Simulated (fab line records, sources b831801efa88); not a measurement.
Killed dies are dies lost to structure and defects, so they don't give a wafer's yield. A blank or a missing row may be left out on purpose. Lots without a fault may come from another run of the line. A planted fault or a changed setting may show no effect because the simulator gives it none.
A struck lot beside a sound one | flow sky130 | 20 steps out of a route of 708
Sound: wafers L170.2, L170.3, L170.5. Struck: wafers L186.2, L186.3, L186.5. The cause comes at the end.
At each step with rows: each side's tool, then ch and its chambers, then its first start. Under that, the readings that differ: sound wafers | struck wafers | difference of the means | sigmas: that difference in standard deviations of wafers without a fault.
alike: readings whose means differ by less than 2 such deviations, and words and numbers that are the same on both sides. not compared: withheld readings, readings that some wafer has no value for, bounds like >300 that may hide the same value, and numbers for which the record gives no deviation and whose values overlap.
The two part at a step that has a row with sigmas, a row that says differs or no value, or rows on one side only. Numbers that don't overlap but have no deviation are shown without sigmas and don't part them. A reading that every wafer of one side lacks parts them only if that side has two wafers or more.

first, 4 steps without rows for these wafers: SKY_LDD_HVN_SOFTBAKE_03 (time 60 s); SKY_LDD_HVN_EXPOSE_04 (exposes mask HVNTM, target cd 700 nm); SKY_LDD_HVN_PEB_05; SKY_LDD_HVN_DEVELOP_06 (develop time 60 s).
SKY_LDD_HVN_OVL_MEAS_07:
  sound on overlay-02, day 19 18:38; struck on overlay-01, day 26 02:59
  alike: LDD_HVN_OVL
then, 1 step without rows for these wafers: SKY_LDD_HVN_IMPLANT_08.
SKY_LDD_HVN_STRIP_09: strips in O2/N2.
  sound on plasma_asher-04 ch 0,1, day 19 18:49; struck on plasma_asher-03 ch 0,1, day 26 03:10
  reading                      | sound             | struck            | difference | sigmas
  strip_time_to_endpoint_s (s) | 4.089 4.086 4.089 | 4.141 4.141 4.162 | +0.060     | +3
  alike: drypump_motor_current_A, oes_product_au
  not compared: rf_hours_counter_h
SKY_LDD_HVN_TW_MEAS_10:
  sound on film_metro-04, day 19 18:56; struck on film_metro-01, day 26 03:16
  alike: LDD_HVN_TW
then, 4 steps without rows for these wafers: SKY_LDD_HVP_DEHYDRATE_00 (time 60 s); SKY_LDD_HVP_HMDS_01 (prime time 60 s); SKY_LDD_HVP_COAT_02 (resist thk 300 nm); SKY_LDD_HVP_SOFTBAKE_03 (time 60 s).
SKY_LDD_HVP_EXPOSE_04: exposes mask HVPTM, target cd 700 nm.
  sound on iline_stepper-02 ch 0, day 20 11:14; struck on iline_stepper-01 ch 0, day 26 17:47
  reading | sound                   | struck                  | difference | sigmas
  mask    | HVPTM#0 HVPTM#0 HVPTM#0 | LDNTM#0 LDNTM#0 LDNTM#0 | differs    |
then, 2 steps without rows for these wafers: SKY_LDD_HVP_PEB_05; SKY_LDD_HVP_DEVELOP_06 (develop time 60 s).
SKY_LDD_HVP_OVL_MEAS_07:
  sound on overlay-01, day 21 02:44; struck on overlay-02, day 27 06:35
  reading          | sound       | struck | difference                    | sigmas
  LDD_HVP_OVL (nm) | 2.0 0.5 0.0 | - - -  | no value on the struck wafers |
then, 1 step without rows for these wafers: SKY_LDD_HVP_IMPLANT_08.
SKY_LDD_HVP_STRIP_09: strips in O2/N2.
  sound on plasma_asher-04 ch 0,1, day 21 02:55; struck on plasma_asher-03 ch 0,1, day 27 06:46
  alike: drypump_motor_current_A, oes_product_au, strip_time_to_endpoint_s
  not compared: rf_hours_counter_h
SKY_LDD_HVP_TW_MEAS_10:
  sound on film_metro-03, day 21 03:01; struck on film_metro-02, day 27 07:05
  reading    | sound       | struck   | difference | sigmas
  LDD_HVP_TW | 451 452 450 | 30 30 30 | -421       | -99 or more
  not compared: hold
SKY_PAD_OPEN_PROBE_99:
  the record has rows for the sound wafers here (prober-01, day 45 08:59) and none for the struck ones

WHERE THEY PART
First at SKY_LDD_HVN_STRIP_09; last, within this record, at SKY_PAD_OPEN_PROBE_99.

WHY: what the simulator had put in
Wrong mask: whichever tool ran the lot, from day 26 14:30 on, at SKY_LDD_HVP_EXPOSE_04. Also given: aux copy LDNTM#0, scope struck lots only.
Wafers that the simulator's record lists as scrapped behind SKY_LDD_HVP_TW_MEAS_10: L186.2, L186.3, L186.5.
